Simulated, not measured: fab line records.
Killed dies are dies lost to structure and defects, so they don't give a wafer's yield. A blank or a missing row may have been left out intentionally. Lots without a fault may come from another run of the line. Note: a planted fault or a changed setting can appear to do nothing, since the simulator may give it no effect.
Which of the tools did it?    flow sky130    12 lots with 36 wafers sampled at 2 steps, on a route of 708 steps

WHAT EACH GAUGE READ, for each wafer
SKY_METAL4_OVL_MEAS_14. Usual: METAL4_OVL gives -2 nm (standard deviation 5.4).
lot   measured      on          METAL4_OVL (nm)  flag
L210  day 42 01:30  overlay-02  6 4 0            
L211  day 42 08:45  overlay-01  -10 -4 -6        
L212  day 43 00:12  overlay-01  -4 -2 -8         
L213  day 43 05:59  overlay-02  -10 -9 -6        
L217  day 44 00:36  overlay-01  0 1 -6           
L222  day 45 23:45  overlay-01  -3 0 -5          
L224  day 46 01:48  overlay-01  -4 9 3           
L226  day 46 15:25  overlay-01  1 -2 3           
L227  day 46 17:14  overlay-01  -2 -1 -2         
L229  day 47 06:00  overlay-01  -11 -14 -11      
L231  day 47 19:54  overlay-01  -3 -5 1          
L232  day 48 02:04  overlay-01  -8 -6 -6         

WHAT TOOL EACH LOT RAN ON (gives the tool, then ch and the chambers of the sampled wafers, and finally the start)
lot   SKY_CONTACT_ETCH_17
L210  rieDiel-02 ch 0,2,3, day 31 18:28
L211  rieDiel-04 ch 2,3, day 32 05:17
L212  rieDiel-02 ch 1,2,3, day 32 21:52
L213  rieDiel-01 ch 1,2,3, day 33 04:16
L217  rieDiel-01 ch 2,3, day 34 02:47
L222  rieDiel-04 ch 0,2, day 36 10:41
L224  rieDiel-01 ch 1,2,3, day 36 13:38
L226  rieDiel-02 ch 2,3, day 37 05:20
L227  rieDiel-04 ch 1,2, day 37 06:50
L229  rieDiel-04 ch 0,2, day 38 00:20
L231  rieDiel-02 ch 0,3, day 38 20:08
L232  rieDiel-04 ch 1,2, day 39 01:04
- SKY_CONTACT_ETCH_17: etches SiO2 in C4F8/O2/Ar, stops on Si3N4, target depth 340 nm.

WHAT THE TOOLS THEMSELVES READ (means of the sampled wafers that have a number; where no wafer has one, the mark that the record gives instead)
SKY_CONTACT_ETCH_17. Usual: chamberPressureMTorr 40.00 mTorr, standard deviation 0.036; oesProductAu 0.892 a.u., standard deviation 0.0049.
lot   tool        chamberPressureMTorr (mTorr)  oesProductAu (a.u.)  flag
L210  rieDiel-02  40.00                         0.894                
L211  rieDiel-04  40.03                         0.893                
L212  rieDiel-02  40.02                         0.890                
L213  rieDiel-01  40.02                         0.894                
L217  rieDiel-01  40.01                         0.894                
L222  rieDiel-04  40.02                         0.893                
L224  rieDiel-01  39.96                         0.889                
L226  rieDiel-02  40.02                         0.891                
L227  rieDiel-04  40.02                         0.892                
L229  rieDiel-04  40.02                         0.888                
L231  rieDiel-02  39.98                         0.893                
L232  rieDiel-04  40.00                         0.893                

THE ANSWER, worked out from the rows above alone
Rule: a lot is off if the mean of its wafers that have a number lies more than 3 standard deviations from the usual mean. Also off: a lot with no number at a reading for which 4 or more lots have one. All remaining lots with rows at the step are treated as sound. Order of review: gauges by route order, followed by the tools' own readings, for which a lot's mean as printed above is used. At the first step where some lot is off, the reading lying furthest off is the one used; lots without a number count as furthest.
No lot is off on any of the readings shown, so nothing can be concluded from this.

WHAT HAD BEEN PUT IN BY THE SIMULATOR
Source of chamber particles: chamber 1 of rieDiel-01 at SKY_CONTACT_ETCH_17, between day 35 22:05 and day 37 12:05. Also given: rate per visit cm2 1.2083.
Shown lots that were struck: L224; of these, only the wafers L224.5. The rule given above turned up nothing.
